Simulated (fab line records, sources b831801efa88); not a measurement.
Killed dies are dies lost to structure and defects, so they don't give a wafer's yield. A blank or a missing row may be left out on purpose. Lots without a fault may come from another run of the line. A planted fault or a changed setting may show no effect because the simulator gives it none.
Which tool did it? | flow sky130 | 6 lots, 18 wafers sampled, at 3 steps of a route of 708

WHAT THE GAUGES READ, wafer by wafer
SKY_CAPM_THK_MEAS_04: measures by xrf.
lot  | measured     | on            | CAPM_TIN_THK (nm)
L753 | day 38 03:22 | film_metro-03 | 204.9 199.0 199.3
L755 | day 38 19:37 | film_metro-03 | 203.9 200.9 203.3
L757 | day 39 07:34 | film_metro-04 | 203.7 199.9 201.9
L767 | day 41 21:36 | film_metro-03 | 198.5 200.0 201.3
L770 | day 43 03:40 | film_metro-02 | 202.2 203.8 203.4

WHICH TOOL RAN EACH LOT (tool, then ch and the chambers of the sampled wafers, then the start)
lot  | SKY_FIELD_ISO_WET_ETCH_21      | SKY_CAPM_CVD_00
L753 | wet_bench-03 ch 0, day 3 09:43 | pecvd-03 ch 0,1,2, day 38 03:03
L755 | wet_bench-02 ch 1, day 3 19:38 | pecvd-03 ch 0,1,2, day 38 19:19
L757 | wet_bench-02 ch 3, day 4 03:52 | pecvd-02 ch 0,2, day 39 07:15
L762 | wet_bench-03 ch 2, day 5 06:48 | -
L767 | wet_bench-02 ch 1, day 6 08:17 | pecvd-04 ch 0,1,2, day 41 21:17
L770 | wet_bench-03 ch 0, day 7 01:42 | pecvd-02 ch 0,1, day 43 03:22
- SKY_FIELD_ISO_WET_ETCH_21: etches SiO2 in dHF, target depth 20 nm, time 400 s.
- SKY_CAPM_CVD_00: deposits SiO2, target thk 15.5 nm.

THE ANSWER, worked out from the rows above alone
Rule: what is usual is taken from the lots themselves. Put in order of their means at a reading, lots are off if they are a third of the lots or fewer, leave a main group of 4 or more, and stand apart from it by a gap of 3 or more times the standard deviation of the main group's means; of several such gaps the widest counts. A main group whose means are all the same, to the digits that the tables above print for the reading, isn't used. A lot without any number at a reading at which 4 lots or more have one is off too. The other lots that the step has rows for count as sound.
No lot is off at any reading shown: from this, nothing can be told.

WHAT THE SIMULATOR HAD PUT IN
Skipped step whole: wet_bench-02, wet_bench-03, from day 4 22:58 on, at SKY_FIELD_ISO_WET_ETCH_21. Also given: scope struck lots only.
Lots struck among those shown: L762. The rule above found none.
